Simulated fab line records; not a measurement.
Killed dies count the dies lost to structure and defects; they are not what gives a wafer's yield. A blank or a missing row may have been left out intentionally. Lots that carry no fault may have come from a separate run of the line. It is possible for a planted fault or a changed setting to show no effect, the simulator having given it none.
A single fault, viewed from 2 desks + flow sky130 + what lay behind the numbers comes last; until then each desk has only its own

== THE METROLOGY DESK ==
Means of the sampled wafers that have a number, per lot and without regard to the tool the lot ran on: this is what the gauges read. If a lot's mean is further than 4 standard deviations from the usual mean, the lot is out of limits and carries the mark OUT (the distance appears in the brackets).
Columns: A = VT_ADJUST_HVTP_OVL at SKY_VT_ADJUST_HVTP_OVL_MEAS_08, usual -0.7 nm
| lot  | first seen here | A    |
|------|-----------------|------|
| L624 | day 6 03:28     | 2.1  |
| L625 | day 6 08:30     | -2.3 |
| L626 | day 6 18:57     | 1.5  |
| L627 | day 6 19:55     | -1.6 |
| L628 | day 7 05:40     | -1.8 |
| L629 | day 7 08:46     | 0.4  |
| L630 | day 7 15:01     | 0.3  |
| L631 | day 7 22:22     | 1.8  |
| L632 | day 8 05:16     | -2.8 |
| L637 | day 9 16:10     | -1.3 |
| L638 | day 9 19:58     | -0.7 |
| L646 | day 11 19:34    | 1.7  |
This desk's verdict: no lot among the 12 shows anything out of limits.

== TOOL OWNER'S DESK, litho-track-03 ==
The tool's own readings at SKY_PWDE_DEVELOP_06 (develop time 60 s): means of the sampled wafers that have a number, for each lot that ran on this tool. If a lot's mean is further than 4 standard deviations from the usual mean, the lot is out of limits and carries the mark OUT (the distance appears in the brackets).
Columns: A = developer-temp-C at SKY_PWDE_DEVELOP_06, usual 23.03 C
| lot  | first seen here | A                |
|------|-----------------|------------------|
| L629 | day 4 23:00     | 23.09            |
| L632 | day 5 17:00     | 23.04            |
| L637 | day 6 23:00     | 23.93 (+8.2) OUT |
| L638 | day 7 04:00     | 23.87 (+7.6) OUT |
This desk's finding: out of limits on L637, L638; first on L637, day 6 23:00 (developer-temp-C at SKY_PWDE_DEVELOP_06). Within limits: L629, L632.

== BROUGHT TOGETHER ==
At day 6 23:00, on L637, L638, the tool owner's desk was in a position to raise an alarm.
The metrology desk saw nothing out of limits.
The metrology desk holds a record of L637, L638, inside its limits.
Every lot named ran SKY_PWDE_DEVELOP_06 on litho-track-03.

== WHAT HAD BEEN PUT IN BY THE SIMULATOR ==
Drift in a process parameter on litho-track-03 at SKY_PWDE_DEVELOP_06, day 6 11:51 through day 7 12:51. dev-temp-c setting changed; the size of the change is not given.
Shown lots that were struck: L637, L638.
Time in hours from fault onset to the first out-of-limits reading at each desk: the tool owner's desk, 11.
